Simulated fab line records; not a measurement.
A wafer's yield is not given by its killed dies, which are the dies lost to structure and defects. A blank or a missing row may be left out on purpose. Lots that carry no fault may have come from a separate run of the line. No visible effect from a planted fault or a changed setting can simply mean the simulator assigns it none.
fab line records    flow sky130
[record] lots = 6  wafers = 18  last-day = 50
route steps=708 shown LDD_N@240 PAD_OPEN@708
lots untouched by any fault: they come from a run of this same line in which no faults occurred
start-h: hours from the record's first day to the start of the lot's first wafer shown    wait-h: time in hours since the lot's previous step    " unchanged from the row above    L1.1+2: a single row standing in for several wafers    - either no value or no given start    * or withheld: withheld    < > ~ a bound
route shown NAME@n: names a module that has steps shown in the file, with the first one's number in the route    usual: average and standard deviation across the fault-free wafers    same: alike in all rows    chamber/n: place in a boat    sites: the reading at each site    _std_site: standard deviation of those values    _edge_site: inner sites' mean taken away from outer sites' mean    radius-mm: for every site, how far away it sits from the centre of the wafer    mask NAME#n: copy n    behind: the tool/chamber that last shaped the wafer    hold: why the lot was held/for how many hours/how that ended    device: transistor that didn't switch, given as n, p or np    end of line: the same wafers' tests at the end of the route    a step given without rows: its recipe and nothing more    killed: not the wafer's yield, but the dies lost to structure and defects at the first sort    map: per-die view of a wafer (x killed, . not killed, _ where there is no die)
set.NAME: the setting the step ran with; set.NAME@STEP: the setting that earlier step ran with    model.NAME: the simulator's own value behind a step, which no gauge read
lots at selected steps of the route; one table per step, one row per wafer
services: a tool's chamber out of use, with start hour (start-h, from the record's first day; less than 0 if before it), hours out, and reason
[[steps]]
[step SKY_LDD_N_SOFTBAKE_03]
[recipe] temp-c = 90  time-s = 60  resist = NOVOLAK
[step SKY_LDD_N_EXPOSE_04]
[recipe] mask-id = NTM  target-cd-nm = 840  na = 0.6  source-shape = conventional  sigma-outer = 0.6  dose-mj = 110
[step SKY_LDD_N_PEB_05]
[recipe] temp-c = withheld  time-s = *  resist = NOVOLAK
[step SKY_LDD_N_DEVELOP_06]
[recipe] develop-time-s = 60  dev-temp-c = 23
[step SKY_LDD_N_OVL_MEAS_07]
[usual] LDD_N_OVL = 0.1/1.3
lot.wafer  tool        chamber  start-h  wait-h  LDD_N_OVL[nm]
L691.2     overlay-01  -        414.23   0.1     -0.5
L691.4     "           -        "        "       -0.6
L691.5     "           -        "        "       -0.1
L697.1     overlay-01  -        471.00   0.1     -0.2
L697.4     "           -        "        "       1.4
L697.5     "           -        "        "       -1.1
L698.1     overlay-01  -        477.73   0.1     -0.4
L698.3     "           -        "        "       -0.4
L698.4     "           -        "        "       0.4
L707.1     overlay-02  -        564.55   0.1     -0.6
L707.2     "           -        "        "       -0.8
L707.6     "           -        "        "       -1.5
L708.2     overlay-02  -        564.86   0.1     0.4
L708.3     "           -        "        "       1.0
L708.5     "           -        "        "       -0.1
L710.1     overlay-02  -        598.30   0.1     0.1
L710.4     "           -        "        "       1.2
L710.6     "           -        "        "       0.7
[step SKY_LDD_N_IMPLANT_08]
[recipe] species = As  energy-kev = 20  dose-cm2 = 7.5e+13  tilt-deg = withheld  rotation-deg = 23
[step SKY_LDD_N_IMPLANT_09]
[recipe] species = As  energy-kev = 20  dose-cm2 = 7.5e+13  tilt-deg = withheld  rotation-deg = 113
[step SKY_LDD_N_IMPLANT_10]
[recipe] species = As  energy-kev = 20  dose-cm2 = 7.5e+13  tilt-deg = withheld  rotation-deg = 203
[step SKY_LDD_N_IMPLANT_11]
[recipe] species = As  energy-kev = 20  dose-cm2 = 7.5e+13  tilt-deg = withheld  rotation-deg = 293
[step SKY_LDD_N_IMPLANT_12]
[recipe] species = BF2  energy-kev = 50  dose-cm2 = 5e+12  tilt-deg = 30  rotation-deg = 0
[step SKY_LDD_N_IMPLANT_13]
[recipe] species = BF2  energy-kev = 50  dose-cm2 = 5e+12  tilt-deg = 30  rotation-deg = 90
[step SKY_LDD_N_IMPLANT_14]
[recipe] species = BF2  energy-kev = 50  dose-cm2 = 5e+12  tilt-deg = 30  rotation-deg = 180
[step SKY_LDD_N_IMPLANT_15]
[recipe] species = BF2  energy-kev = 50  dose-cm2 = 5e+12  tilt-deg = 30  rotation-deg = 270
[usual] tilt-deg = 29.991/0.023
[same] implant-ion-amu = 49
lot.wafer  tool          chamber  start-h  wait-h  tilt-deg
L691.2     implanter-04  0        415.34   0.1     29.951
L691.4     "             0        "        "       30.008
L691.5     "             0        "        "       30.021
L697.1     implanter-02  0        472.09   0.1     0.018
L697.4     "             0        "        "       0.001
L697.5     "             0        "        "       -0.013
L698.1     implanter-02  0        478.81   0.1     -0.004
L698.3     "             0        "        "       0.028
L698.4     "             0        "        "       0.022
L707.1     implanter-03  0        565.64   0.1     29.973
L707.2     "             0        "        "       29.987
L707.6     "             0        "        "       29.960
L708.2     implanter-02  0        565.96   0.1     30.007
L708.3     "             0        "        "       30.026
L708.5     "             0        "        "       29.983
L710.1     implanter-04  0        599.39   0.1     29.991
L710.4     "             0        "        "       29.969
L710.6     "             0        "        "       29.943
[step SKY_LDD_N_STRIP_16]
[recipe] chemistry = O2/N2  power-w = 1400  pressure-mtorr = 1500  platen-temp-c = withheld  o2-flow-sccm = 3000  n2-flow-sccm = 300  overash-fraction = 0.5
[usual] drypump-motor-current-A = 5.74/0.26  o2-flow-sccm = 3000/8.6  oes-product-au = 0.406/0.005  strip-time-to-endpoint-s = 4.306/0.015
lot.wafer  tool             chamber  start-h  wait-h  drypump-motor-current-A  o2-flow-sccm  oes-product-au  rf-hours-counter-h  strip-time-to-endpoint-s
L691.2     plasma-asher-03  0        415.46   0.1     6.07                     3008          0.406           72                  4.296
L691.4     "                0        "        "       6.09                     3005          0.405           -                   4.318
L691.5     "                1        "        "       5.71                     2991          0.401           -                   4.302
L697.1     plasma-asher-01  0        472.24   0.1     5.77                     2991          0.411           37                  4.292
L697.4     "                1        "        "       5.30                     2997          0.407           -                   4.299
L697.5     "                1        "        "       5.30                     2993          0.410           -                   4.288
L698.1     plasma-asher-04  1        478.96   0.1     5.99                     3007          0.400           77                  4.285
L698.3     "                0        "        "       5.58                     3013          0.406           -                   4.280
L698.4     "                1        "        "       5.96                     2995          0.399           -                   4.309
L707.1     plasma-asher-03  0        565.79   0.1     6.08                     2998          0.412           14                  4.305
L707.2     "                1        "        "       5.69                     2982          0.404           14                  4.303
L707.6     "                1        "        "       5.67                     3000          0.408           -                   4.331
L708.2     plasma-asher-01  0        566.09   0.1     5.79                     3004          0.410           46                  4.298
L708.3     "                0        "        "       5.80                     2988          0.402           -                   4.309
L708.5     "                1        "        "       5.29                     3001          0.409           -                   4.302
L710.1     plasma-asher-03  1        599.54   0.1     5.71                     2992          0.406           17                  4.311
L710.4     "                0        "        "       6.06                     3007          0.407           -                   4.322
L710.6     "                1        "        "       5.75                     3005          0.408           -                   4.312
[step SKY_PAD_OPEN_PROBE_99]
[usual] killed_at_M0_to_M3 = 42/6.6  killed_at_M4_up = 3.1/1.9  killed-at-contacts = 24/5.6  killed-at-front-end = 15/4.8  killed-at-other = 0.3/0.48  killed-dies = 84/10  killed-on-rim = 16/3.9  killed-open = 47/6.8  killed-short = 37/6.8
[same] gross-dies = 492  killed-at-back-side = 0
lot.wafer  tool       chamber  start-h  wait-h  killed_at_M0_to_M3  killed_at_M4_up  killed-at-contacts  killed-at-front-end  killed-at-other  killed-dies  killed-on-rim  killed-open  killed-short  model.etest.nfet_01v8_turned.vt-sat-v
L691.2     prober-02  -        1083.05  0.1     50                  1                20                  8                    1                80           21             51           29            0.6475
L691.4     prober-02  -        1083.15  0.2     31                  1                35                  15                   0                82           14             55           27            0.6577
L691.5     prober-02  -        1083.20  0.2     38                  1                26                  13                   1                79           10             43           36            0.653
L697.1     prober-02  -        1122.43  0.1     39                  2                25                  11                   0                77           14             34           43            0.618
L697.4     prober-02  -        1122.58  0.2     39                  4                18                  12                   0                73           16             42           31            0.6091
L697.5     prober-02  -        1122.63  0.2     46                  3                20                  18                   0                87           17             42           45            0.6253
L698.1     prober-01  -        1126.53  0.1     37                  0                26                  16                   0                79           18             42           37            0.6182
L698.3     prober-01  -        1126.63  0.2     30                  0                18                  12                   0                60           9              32           28            0.6157
L698.4     prober-01  -        1126.68  0.2     38                  2                28                  11                   0                79           14             52           27            0.6172
L707.1     prober-02  -        1177.22  0.1     43                  4                18                  16                   1                82           13             38           44            0.668
L707.2     prober-02  -        1177.27  0.1     42                  3                23                  14                   0                82           15             42           40            0.6513
L707.6     prober-02  -        1177.47  0.2     41                  3                32                  31                   0                107          23             55           52            0.6601
L708.2     prober-01  -        1180.78  0.1     44                  1                34                  16                   1                96           23             58           38            0.653
L708.3     prober-01  -        1180.83  0.2     35                  4                32                  21                   1                93           15             56           37            0.6672
L708.5     prober-01  -        1180.93  0.2     53                  4                31                  21                   1                110          24             56           54            0.6619
L710.1     prober-01  -        1197.77  0.1     36                  6                29                  6                    1                78           16             51           27            0.6593
L710.4     prober-01  -        1197.92  0.2     42                  5                23                  13                   0                83           18             48           35            0.6507
L710.6     prober-01  -        1198.02  0.2     33                  6                33                  13                   0                85           16             49           36            0.668
// killed by level:class
L691.2 VIA3:geometric-particle:open=12 VIA1:geometric-particle:open=9 CONTACT:geometric-particle:open=9 METAL2:geometric-particle:short=7 VIA2:geometric-particle:open=7 VIA1:geometric-particle:short=5 METAL3:geometric-particle:short=5 LI_CONTACT:geometric-particle:open=4
L691.4 CONTACT:geometric-particle:open=16 VIA1:geometric-particle:open=8 LI_CONTACT:geometric-particle:open=7 VIA3:geometric-particle:open=7 LOCAL_INTERCONNECT:geometric-particle:short=6 FIELD_ISO:geometric-particle:open=5 VIA3:geometric-particle:short=4 POLY_GATE:geometric-particle:open=3
L691.5 VIA1:geometric-particle:open=9 LOCAL_INTERCONNECT:geometric-particle:short=9 LI_CONTACT:geometric-particle:open=8 VIA3:geometric-particle:open=8 CONTACT:geometric-particle:open=6 METAL2:geometric-particle:short=5 POLY_GATE:geometric-particle:short=4 VIA2:geometric-particle:open=4
L697.1 VIA1:geometric-particle:open=10 METAL1:geometric-particle:short=9 LOCAL_INTERCONNECT:geometric-particle:short=8 CONTACT:geometric-particle:open=7 VIA2:geometric-particle:open=6 CONTACT:geometric-particle:short=5 VIA1:geometric-particle:short=5 METAL3:geometric-particle:short=4
L697.4 METAL1:geometric-particle:short=8 CONTACT:geometric-particle:open=7 VIA1:geometric-particle:open=7 LI_CONTACT:geometric-particle:open=5 VIA1:geometric-particle:short=5 VIA2:geometric-particle:open=5 VIA3:geometric-particle:open=5 METAL1:geometric-particle:open=4
L697.5 VIA1:geometric-particle:open=14 METAL1:geometric-particle:short=7 FIELD_ISO:geometric-particle:open=6 VIA1:geometric-particle:short=6 LI_CONTACT:geometric-particle:short=5 LOCAL_INTERCONNECT:geometric-particle:short=5 VIA2:geometric-particle:open=5 FIELD_ISO:geometric-particle:short=4
L698.1 VIA3:geometric-particle:open=10 CONTACT:geometric-particle:open=9 METAL1:geometric-particle:short=8 LOCAL_INTERCONNECT:geometric-particle:short=7 LI_CONTACT:geometric-particle:open=6 POLY_GATE:geometric-particle:short=4 VIA2:geometric-particle:open=4 VIA1:geometric-particle:short=4
L698.3 CONTACT:geometric-particle:open=11 METAL1:geometric-particle:short=5 VIA2:geometric-particle:short=5 FIELD_ISO:geometric-particle:short=4 VIA1:geometric-particle:short=4 VIA2:geometric-particle:open=4 POLY_GATE:geometric-particle:open=3 LI_CONTACT:geometric-particle:open=3
L698.4 VIA1:geometric-particle:open=10 CONTACT:geometric-particle:open=9 VIA3:geometric-particle:open=9 LI_CONTACT:geometric-particle:open=8 LOCAL_INTERCONNECT:geometric-particle:short=8 METAL1:geometric-particle:short=5 VIA2:geometric-particle:open=5 FIELD_ISO:geometric-particle:open=4
L707.1 CONTACT:geometric-particle:open=10 FIELD_ISO:geometric-particle:short=6 METAL1:geometric-particle:short=6 VIA1:geometric-particle:short=6 VIA2:geometric-particle:open=6 VIA3:geometric-particle:open=6 VIA1:geometric-particle:open=5 FIELD_ISO:geometric-particle:open=4
L707.2 VIA2:geometric-particle:open=10 VIA3:geometric-particle:open=9 METAL2:geometric-particle:short=7 CONTACT:geometric-particle:open=6 VIA1:geometric-particle:open=6 LOCAL_INTERCONNECT:geometric-particle:short=5 CONTACT:geometric-particle:short=5 LI_CONTACT:geometric-particle:open=4
L707.6 FIELD_ISO:geometric-particle:open=12 CONTACT:geometric-particle:open=11 VIA3:geometric-particle:open=8 VIA1:geometric-particle:open=7 LI_CONTACT:geometric-particle:open=7 CONTACT:geometric-particle:short=7 FIELD_ISO:geometric-particle:short=6 METAL2:geometric-particle:short=6
L708.2 LI_CONTACT:geometric-particle:open=13 CONTACT:geometric-particle:open=10 VIA3:geometric-particle:open=10 VIA2:geometric-particle:open=7 VIA1:geometric-particle:open=7 FIELD_ISO:geometric-particle:open=6 VIA1:geometric-particle:short=6 CONTACT:geometric-particle:short=5
L708.3 LI_CONTACT:geometric-particle:open=12 CONTACT:geometric-particle:open=12 VIA1:geometric-particle:open=7 VIA1:geometric-particle:short=7 POLY_GATE:geometric-particle:open=6 VIA3:geometric-particle:open=6 FIELD_ISO:geometric-particle:open=4 LOCAL_INTERCONNECT:geometric-particle:short=4
L708.5 VIA2:geometric-particle:open=12 VIA3:geometric-particle:open=11 LOCAL_INTERCONNECT:geometric-particle:short=9 LI_CONTACT:geometric-particle:open=7 FIELD_ISO:geometric-particle:short=6 CONTACT:geometric-particle:open=6 VIA1:geometric-particle:short=6 POLY_GATE:geometric-particle:open=5
L710.1 CONTACT:geometric-particle:open=15 VIA2:geometric-particle:open=9 VIA3:geometric-particle:open=7 VIA1:geometric-particle:open=5 VIA1:geometric-particle:short=4 FIELD_ISO:geometric-particle:short=3 LI_CONTACT:geometric-particle:short=3 LI_CONTACT:geometric-particle:open=3
L710.4 CONTACT:geometric-particle:open=10 VIA1:geometric-particle:open=9 VIA2:geometric-particle:open=7 METAL1:geometric-particle:short=6 LI_CONTACT:geometric-particle:open=4 LOCAL_INTERCONNECT:geometric-particle:short=4 CONTACT:geometric-particle:short=4 VIA3:geometric-particle:open=4
L710.6 CONTACT:geometric-particle:open=20 VIA1:geometric-particle:open=7 FIELD_ISO:geometric-particle:short=6 METAL1:geometric-particle:short=6 VIA3:geometric-particle:open=6 LI_CONTACT:geometric-particle:open=4 METAL4:geometric-particle:short=4 LI_CONTACT:geometric-particle:short=3
[[services]]
tool             chamber  start-h  hours  kind
implanter-03     -        406.44   3.6    repair
plasma-asher-04  -        411.43   14.6   pm
implanter-03     -        414.54   4.3    repair
plasma-asher-03  -        421.25   9.0    pm
plasma-asher-03  0        421.25   9.0    vent-cycle
plasma-asher-03  1        421.25   9.0    vent-cycle
implanter-03     -        429.53   2.7    repair
plasma-asher-03  0        430.25   -      clean
plasma-asher-03  1        430.25   -      clean
implanter-04     -        444.56   4.2    repair
implanter-04     -        467.38   5.8    pm
implanter-03     -        494.96   4.6    repair
plasma-asher-01  -        524.41   2.6    repair
implanter-03     -        561.98   1.6    repair
implanter-02     -        581.53   9.1    pm
implanter-04     -        585.20   5.1    pm
[[key]]
[first-sign] step = SKY_LDD_N_IMPLANT_15  reading = tilt-deg  direction = down  sigmas = 99+  usual = *  struck = *
effect none on later readings
[model-effect] step = SKY_PAD_OPEN_PROBE_99  value = etest.nfet_01v8_turned.vt-sat-v  without = 0.6528  struck = 0.6173
met-at SKY_LDD_N_IMPLANT_15
struck-wafers L697.1,L697.4,L697.5,L698.1,L698.3,L698.4
tester-left-out L697,L698
[fault] kind = process-parameter-drift  tool = implanter-02  chamber = -  onset-h = 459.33  steps = SKY_LDD_N_IMPLANT_15  channel = tilt-deg  offset = *  shape = step  end-h = 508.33  acts-in = *  stated = *
// tester-left-out: of these lots the tester's yield and bins aren't shown, on N5 and GAA mostly nor the transistor test; their killed dies are dies lost to structure and defects alone, not to doping, threshold or leakage, so they don't give the yield
